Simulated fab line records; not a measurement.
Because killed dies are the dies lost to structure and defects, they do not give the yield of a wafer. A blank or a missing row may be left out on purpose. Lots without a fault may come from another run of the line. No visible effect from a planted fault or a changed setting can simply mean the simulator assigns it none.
One fault seen from 2 desks + flow sky130 + only its own numbers are on each desk; what lay behind them is given at the end

FROM THE METROLOGY DESK
What the gauges read, lot by lot, whatever tool the lot ran on: means of the sampled wafers that have a number. If a lot's mean is further than 4 standard deviations from the usual mean, the lot is out of limits and carries the mark OUT (the distance appears in the brackets).
Columns: A = GATE_OXIDE_OVL at SKY_GATE_OXIDE_OVL_MEAS_10, usual -0.9 nm; B = RES_XHIGH_RS at SKY_SD_N_RS_MEAS_18, usual 333.3 ohm/sq
| lot  | first seen here | A    | B     |
|------|-----------------|------|-------|
| L652 | day 13 12:41    | -0.4 | 332.8 |
| L653 | day 13 23:14    | -3.2 | 333.8 |
| L655 | day 14 14:08    | 0.1  | 335.4 |
| L660 | day 17 08:37    | -2.3 | 334.0 |
| L661 | day 17 21:03    | -1.5 | 334.4 |
| L664 | day 18 07:05    | -0.1 | 332.9 |
| L668 | day 19 21:37    | -0.6 | 333.0 |
| L669 | day 19 22:16    | 0.9  | 332.4 |
| L670 | day 20 08:10    | -1.4 | 334.2 |
| L671 | day 20 12:31    | -4.1 | 331.5 |
| L672 | day 20 17:21    | 0.0  | 334.8 |
| L674 | day 21 15:22    | 0.3  | 331.8 |
| L675 | day 21 23:41    | -0.5 | 331.3 |
This desk found nothing out of limits on any of the 13 lots.

THE TOOL OWNER'S DESK: implanter-03
The tool's own readings at SKY_LDD_HVP_IMPLANT_08: means of the sampled wafers that have a number, for each lot that ran on this tool. If a lot's mean is further than 4 standard deviations from the usual mean, the lot is out of limits and carries the mark OUT (the distance appears in the brackets).
Columns: A = beamEnergyKeV at SKY_LDD_HVP_IMPLANT_08, usual 19.999; B = doseIonsCm2 at SKY_LDD_HVP_IMPLANT_08, usual 1.6995e+13
| lot  | first seen here | A                        | B          |
|------|-----------------|--------------------------|------------|
| L653 | day 21 22:51    | 20.004                   | 1.6998e+13 |
| L660 | day 25 04:50    | 19.160 (-99 or more) OUT | 1.7008e+13 |
| L661 | day 25 21:49    | 19.165 (-99 or more) OUT | 1.6981e+13 |
| L672 | day 28 11:43    | 19.994                   | 1.6987e+13 |
| L674 | day 29 07:20    | 19.997                   | 1.7006e+13 |
This desk finds L660, L661 out of limits, L660 being first, at day 25 04:50 (beamEnergyKeV at SKY_LDD_HVP_IMPLANT_08). Within limits: L653, L672, L674.

BROUGHT TOGETHER
An alarm could have come from the tool owner's desk at day 25 04:50, on L660, L661.
From the metrology desk's view, nothing was out of limits.
The metrology desk holds a record of L660, L661, inside its limits.
Of the lots named, all ran SKY_LDD_HVP_IMPLANT_08 on implanter-03.

WHAT THE SIMULATOR HAD PUT IN
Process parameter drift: implanter-03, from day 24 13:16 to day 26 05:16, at SKY_LDD_HVP_IMPLANT_08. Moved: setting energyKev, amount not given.
Struck lots among those shown: L660, L661.
Delay in hours, fault start to first out-of-limits reading, by desk: the tool owner's desk at 16.
